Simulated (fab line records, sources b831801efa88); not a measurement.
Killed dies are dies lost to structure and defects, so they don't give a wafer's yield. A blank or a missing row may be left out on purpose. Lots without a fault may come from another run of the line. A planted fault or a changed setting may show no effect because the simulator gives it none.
Which tool did it? | flow gf180mcu | 12 lots, 36 wafers sampled, at 5 steps of a route of 602

WHAT THE GAUGES READ, wafer by wafer
GF_PSD_CD_MEAS_07: target cd 400 nm.
lot  | measured     | on        | cd_nm (nm)
L664 | day 14 00:13 | cd_sem-02 | 401.3 403.6 398.5
L665 | day 14 06:40 | cd_sem-02 | 404.1 404.4 402.6
L666 | day 14 18:37 | cd_sem-02 | 401.0 399.7 396.2
L667 | day 14 23:50 | cd_sem-01 | 398.6 400.2 398.0
L670 | day 16 05:58 | cd_sem-01 | 399.9 403.8 404.8
L672 | day 16 19:42 | cd_sem-02 | 398.8 399.5 399.5
L678 | day 19 05:48 | cd_sem-01 | 400.4 401.0 399.6
L679 | day 19 23:48 | cd_sem-02 | 398.0 398.7 399.1
L683 | day 20 21:18 | cd_sem-01 | 398.0 398.1 396.9
L684 | day 21 09:03 | cd_sem-02 | 401.8 404.9 405.6
L685 | day 21 10:42 | cd_sem-02 | 399.9 397.4 398.3
L687 | day 22 03:12 | cd_sem-02 | 402.9 401.4 400.8

GF_CONTACT_OVL_MEAS_15.
lot  | measured     | on         | CONTACT_OVL (nm)
L664 | day 15 21:20 | overlay-02 | 11 14 10
L665 | day 16 04:24 | overlay-02 | 7 3 1
L666 | day 16 16:04 | overlay-01 | 2 0 -3
L667 | day 16 22:40 | overlay-01 | -3 -2 1
L670 | day 18 06:50 | overlay-02 | -1 0 2
L672 | day 18 21:29 | overlay-02 | 6 6 -1
L678 | day 21 07:10 | overlay-02 | 0 -2 3
L679 | day 22 01:32 | overlay-01 | 0 8 0
L683 | day 22 22:19 | overlay-02 | -2 0 -4
L684 | day 23 09:44 | overlay-01 | 10 -1 3
L685 | day 23 11:05 | overlay-02 | 0 -13 0
L687 | day 24 03:08 | overlay-01 | 5 -7 -5

WHICH TOOL RAN EACH LOT (tool, then ch and the chambers of the sampled wafers, then the start)
lot  | GF_MVPSD_STRIP_10                    | GF_DUAL_GATE_SOFTBAKE_07          | GF_DUAL_GATE_STRIP_13
L664 | plasma_asher-02 ch 1, day 5 00:10    | litho_track-01 ch 0, day 7 21:29  | plasma_asher-03 ch 0,1, day 8 05:49
L665 | plasma_asher-02 ch 0,1, day 5 04:19  | litho_track-03 ch 0, day 8 01:18  | plasma_asher-01 ch 0,1, day 8 09:17
L666 | plasma_asher-02 ch 0,1, day 5 11:04  | litho_track-02 ch 0, day 8 13:32  | plasma_asher-03 ch 0,1, day 8 21:52
L667 | plasma_asher-01 ch 0,1, day 5 18:04  | litho_track-01 ch 0, day 8 17:17  | plasma_asher-01 ch 1, day 9 00:59
L670 | plasma_asher-02 ch 0,1, day 6 10:10  | litho_track-02 ch 0, day 9 14:27  | plasma_asher-01 ch 0,1, day 9 23:27
L672 | plasma_asher-04 ch 0,1, day 6 22:19  | litho_track-01 ch 0, day 10 03:39 | plasma_asher-03 ch 0,1, day 10 13:15
L678 | plasma_asher-01 ch 0,1, day 8 12:47  | litho_track-01 ch 0, day 11 23:54 | plasma_asher-04 ch 0,1, day 12 09:23
L679 | plasma_asher-01 ch 0,1, day 8 21:47  | litho_track-01 ch 0, day 12 13:30 | plasma_asher-01 ch 0, day 12 23:34
L683 | plasma_asher-01 ch 0,1, day 9 17:25  | litho_track-02 ch 0, day 13 08:54 | plasma_asher-04 ch 0,1, day 13 19:01
L684 | plasma_asher-02 ch 0,1, day 10 00:22 | litho_track-03 ch 0, day 13 17:16 | plasma_asher-04 ch 0,1, day 14 03:35
L685 | plasma_asher-04 ch 0,1, day 10 04:46 | litho_track-03 ch 0, day 13 20:40 | plasma_asher-04 ch 0,1, day 14 07:04
L687 | plasma_asher-01 ch 0, day 10 17:32   | litho_track-02 ch 0, day 14 10:45 | plasma_asher-03 ch 0,1, day 14 21:52
- GF_MVPSD_STRIP_10: strips in O2/N2.
- GF_DUAL_GATE_SOFTBAKE_07: time 60 s.
- GF_DUAL_GATE_STRIP_13: strips in O2/N2.

WHAT THE TOOLS THEMSELVES READ (means of the sampled wafers that have a number; where no wafer has one, the mark that the record gives instead)
GF_MVPSD_STRIP_10.
lot  | tool            | drypump_motor_current_A (A) | heater_power_w (W) | n2_flow_sccm (sccm) | oes_product_au (a.u.) | strip_time_to_endpoint_s (s)
L664 | plasma_asher-02 | 5.30                        | 350                | 299.5               | 0.721                 | 36.93
L665 | plasma_asher-02 | 5.57                        | 348                | 299.1               | 0.722                 | 36.93
L666 | plasma_asher-02 | 5.57                        | 356                | 300.0               | 0.723                 | 36.86
L667 | plasma_asher-01 | 6.10                        | 316                | 299.1               | 0.722                 | 36.95
L670 | plasma_asher-02 | 5.83                        | 342                | 300.3               | 0.724                 | 36.96
L672 | plasma_asher-04 | 5.86                        | 334                | 300.3               | 0.722                 | 36.93
L678 | plasma_asher-01 | 6.10                        | 290                | 299.5               | 0.720                 | 36.76
L679 | plasma_asher-01 | 6.08                        | 294                | 300.5               | 0.726                 | 36.94
L683 | plasma_asher-01 | 6.11                        | 313                | 300.6               | 0.727                 | 36.97
L684 | plasma_asher-02 | 5.60                        | 353                | 299.9               | 0.722                 | 37.07
L685 | plasma_asher-04 | 5.83                        | 375                | 299.9               | 0.722                 | 36.99
L687 | plasma_asher-01 | 6.11                        | 334                | 300.1               | 0.723                 | 37.04

GF_DUAL_GATE_SOFTBAKE_07.
lot  | tool           | resist_line_temp_C (C) | run_length_s (s)
L664 | litho_track-01 | 23.05                  | 89.25
L665 | litho_track-03 | 23.02                  | 89.11
L666 | litho_track-02 | 22.95                  | 89.20
L667 | litho_track-01 | 23.09                  | 89.08
L670 | litho_track-02 | 23.00                  | 89.25
L672 | litho_track-01 | 22.94                  | 89.25
L678 | litho_track-01 | 23.00                  | 120.29
L679 | litho_track-01 | 22.94                  | 120.14
L683 | litho_track-02 | 22.91                  | 89.12
L684 | litho_track-03 | 22.97                  | 89.28
L685 | litho_track-03 | 23.01                  | 89.20
L687 | litho_track-02 | 22.92                  | 89.17

GF_DUAL_GATE_STRIP_13.
lot  | tool            | drypump_motor_current_A (A) | heater_power_w (W) | n2_flow_sccm (sccm) | oes_product_au (a.u.) | strip_time_to_endpoint_s (s)
L664 | plasma_asher-03 | 6.47                        | 294                | 299.9               | 0.715                 | 12.42
L665 | plasma_asher-01 | 6.11                        | 296                | 299.6               | 0.710                 | 12.39
L666 | plasma_asher-03 | 6.49                        | 294                | 300.2               | 0.719                 | 12.41
L667 | plasma_asher-01 | 6.12                        | 272                | 299.7               | 0.712                 | 12.44
L670 | plasma_asher-01 | 6.09                        | 293                | 300.2               | 0.716                 | 12.38
L672 | plasma_asher-03 | 6.55                        | 293                | 300.1               | 0.713                 | 12.44
L678 | plasma_asher-04 | 5.87                        | 334                | 299.9               | 0.715                 | 12.35
L679 | plasma_asher-01 | 6.11                        | 330                | 301.1               | 0.713                 | 12.31
L683 | plasma_asher-04 | 5.86                        | 327                | 300.3               | 0.720                 | 12.41
L684 | plasma_asher-04 | 5.86                        | 333                | 299.6               | 0.718                 | 12.43
L685 | plasma_asher-04 | 5.87                        | 328                | 300.2               | 0.715                 | 12.43
L687 | plasma_asher-03 | 6.48                        | 292                | 300.7               | 0.724                 | 12.35

THE ANSWER, worked out from the rows above alone
Rule: what is usual is taken from the lots themselves. Put in order of their means at a reading, lots are off if they are a third of the lots or fewer, leave a main group of 4 or more, and stand apart from it by a gap of 3 or more times the standard deviation of the main group's means; of several such gaps the widest counts. A main group whose means are all the same, to the digits that the tables above print for the reading, isn't used. A lot without any number at a reading at which 4 lots or more have one is off too. The other lots that the step has rows for count as sound. The gauges are gone through in route order, then the tools' own readings, and for those a lot's mean is taken as printed above. The first step at which some lot is off is used, and at that step the reading that is off furthest; a lot without a number counts as furthest.
Off: L678, L679, at GF_DUAL_GATE_SOFTBAKE_07 (run_length_s). The main group: mean 89.19 s, standard deviation 0.065.
A tool fits if, at that step or a process step before it, it ran every lot that is off, and no sound lot after the first of them. One fits: litho_track-01 at GF_DUAL_GATE_SOFTBAKE_07. Its last sound lot is L672 (day 10 03:39), its first lot that is off L678 (day 11 23:54): a fault that began between those two fits.
The tool's own readings at GF_DUAL_GATE_SOFTBAKE_07 bear it out: on the lots that are off they differ by more than 5 times the standard deviation of the sound lots' means. run_length_s reads 120.22 s there against 89.19 s on the sound lots.

WHAT THE SIMULATOR HAD PUT IN
Process parameter drift: litho_track-01, from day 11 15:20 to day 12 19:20, at GF_DUAL_GATE_SOFTBAKE_07. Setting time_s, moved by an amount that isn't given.
Lots struck among those shown: L678, L679. The rule above found the same.
